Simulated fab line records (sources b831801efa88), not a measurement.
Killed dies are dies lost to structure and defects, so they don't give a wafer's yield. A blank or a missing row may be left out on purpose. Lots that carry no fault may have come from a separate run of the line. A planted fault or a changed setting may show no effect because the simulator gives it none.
A single fault, viewed from 2 desks / flow sky130 / only its own numbers are on each desk; what lay behind them is given at the end

THE METROLOGY DESK
What the gauges read, lot by lot, whatever tool the lot ran on: means of the sampled wafers that have a number. Marked OUT: a lot whose mean sits more than 4 standard deviations from the usual mean, which makes it out of limits; the brackets give that distance.
Columns: A = cd-nm at SKY_VT_ADJUST_NCORE_CD_MEAS_07, usual 380.8 nm; B = SONOS_ONO_OXIDATION_THK at SKY_SONOS_ONO_THK_MEAS_01, usual 2.59 nm
lot=L407; first seen here=day 10 06:08; A=375.6; B=2.49
lot=L408; first seen here=day 10 10:01; A=383.8; B=2.52
lot=L409; first seen here=day 10 20:05; A=381.2; B=2.58
lot=L410; first seen here=day 10 21:01; A=380.9; B=2.48
lot=L411; first seen here=day 11 06:50; A=382.5; B=2.62
lot=L412; first seen here=day 11 14:14; A=383.8; B=2.58
lot=L420; first seen here=day 14 01:25; A=379.4; B=2.60
lot=L421; first seen here=day 14 09:29; A=376.3; B=2.62
lot=L422; first seen here=day 14 17:23; A=384.1; B=2.58
lot=L424; first seen here=day 15 00:25; A=380.7; B=2.64
lot=L425; first seen here=day 15 06:20; A=381.8; B=2.62
lot=L426; first seen here=day 15 11:23; A=379.0; B=2.55
This desk's verdict: no lot among the 12 shows anything out of limits.

AT THE TOOL OWNER'S DESK: rie-si-01
The tool's own readings at SKY_POLY_GATE_ETCH_17 (etches poly-Si in HBr/Cl2, stops on SiO2, target depth 180 nm, time 70.5 s): means of the sampled wafers that have a number, for each lot that ran on this tool. Marked OUT: a lot whose mean sits more than 4 standard deviations from the usual mean, which makes it out of limits; the brackets give that distance.
Columns: A = drypump-motor-current-A at SKY_POLY_GATE_ETCH_17, usual 5.8 A; B = he-backside-leak-sccm at SKY_POLY_GATE_ETCH_17, usual 2.64 sccm; C = oes-product-au at SKY_POLY_GATE_ETCH_17, usual 0.990 a.u.; D = throttle-valve-pct at SKY_POLY_GATE_ETCH_17, usual 33.684 %
lot=L407; first seen here=day 18 14:28; A=5.8; B=3.16; C=0.974; D=33.683
lot=L408; first seen here=day 18 22:09; A=5.6; B=2.48; C=0.989; D=33.688
lot=L409; first seen here=day 19 08:57; A=6.2; B=2.87; C=0.930 (-7.7) OUT; D=33.684
lot=L411; first seen here=day 19 21:13; A=6.0; B=2.67; C=0.946 (-5.6) OUT; D=33.687
lot=L412; first seen here=day 20 14:09; A=5.8; B=2.61; C=0.939 (-6.6) OUT; D=33.684
lot=L420; first seen here=day 23 08:27; A=5.8; B=2.55; C=0.995; D=33.684
lot=L422; first seen here=day 24 02:06; A=5.8; B=2.72; C=0.992; D=33.694
lot=L424; first seen here=day 24 11:17; A=5.3; B=2.31; C=0.995; D=33.681
lot=L426; first seen here=day 24 22:04; A=6.1; B=2.66; C=0.984; D=33.693
This desk's verdict: out of limits on L409, L411, L412, starting with L409 at day 19 08:57 (oes-product-au at SKY_POLY_GATE_ETCH_17). In limits: L407, L408, L420, L422, L424, L426.

BROUGHT TOGETHER
On L409, L411, L412, at day 19 08:57, an alarm was possible from the tool owner's desk.
The metrology desk saw nothing out of limits.
The metrology desk holds a record of L409, L411, L412, inside its limits.
Of the lots named, all ran SKY_POLY_GATE_ETCH_17 on rie-si-01.

WHAT THE SIMULATOR HAD INSERTED
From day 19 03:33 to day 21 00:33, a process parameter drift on rie-si-01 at SKY_POLY_GATE_ETCH_17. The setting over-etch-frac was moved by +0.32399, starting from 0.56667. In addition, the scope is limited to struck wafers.
Lots struck among those shown: L409, L411, L412.
Hours from the fault's start to each desk's first reading out of limits: the tool owner's desk, 5.
